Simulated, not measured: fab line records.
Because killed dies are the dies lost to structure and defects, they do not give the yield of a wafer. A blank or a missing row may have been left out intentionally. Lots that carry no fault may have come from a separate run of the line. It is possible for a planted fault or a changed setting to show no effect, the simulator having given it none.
Matching of chambers -- flow gf180mcu -- GF_V1_CMP_04 on cmp-02 has 4 sister chambers
The step polishes SiO2. 16 wafers are shown with their chamber, then 8 later ones without.

WAFERS, EACH WITH ITS CHAMBER
wafer,chamber,motor-current-A (A),time-to-endpoint-s (s)
L789.1,1,11.4,87
L789.2,2,10.6,88
L789.3,0,11.7,93
L791.1,2,9.9,78
L791.4,3,9.3,85
L791.5,1,12.1,85
L792.1,1,12.4,82
L792.2,0,12.3,82
L792.6,1,11.7,83
L793.1,1,11.7,79
L793.3,0,11.9,80
L793.6,3,9.4,80
L799.2,0,11.6,78
L799.5,0,12.4,88
L799.6,3,9.0,78
L800.1,2,10.5,83

SIGNATURES, as means of the wafers listed above
reading,chamber 0,chamber 1,chamber 2,chamber 3,scatter within a chamber
motor-current-A,11.980,11.860,10.333,9.233,0.353
time-to-endpoint-s,84.20,83.20,83.00,81.00,4.7
Rule: a wafer lies at a distance from a chamber equal to the root of the sum of squares, over the readings, of (its reading less the chamber's mean, divided by the reading's scatter). If the next closest chamber is less than 2 further off than the closest, the wafer can't be placed; otherwise it belongs to the closest. The scatter is the square root of a quotient: the sum, over the shown wafers, of each reading's squared deviation from its chamber's mean, divided by wafers minus chambers.

WAFERS WITHOUT THEIR CHAMBER
wafer,motor-current-A (A),time-to-endpoint-s (s)
L800.4,12.5,89
L800.6,8.9,81
L809.3,11.1,74
L809.5,12.3,75
L809.6,10.7,79
L810.1,12.1,71
L810.3,12.4,80
L810.6,11.6,81

CHAMBER TAKEN BY EACH
wafer,from the rows above,in truth
L800.4,can't be placed: 0 or 1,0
L800.6,3,3
L809.3,can't be placed: 2 or 1 or 0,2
L809.5,can't be placed: 1 or 0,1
L809.6,2,2
L810.1,can't be placed: 1 or 0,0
L810.3,can't be placed: 0 or 1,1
L810.6,can't be placed: 1 or 0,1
Placed correctly: 2 of 8. From these rows, 6 cannot be placed; in 6 the true chamber is one of the candidates. 0 placed wrongly.
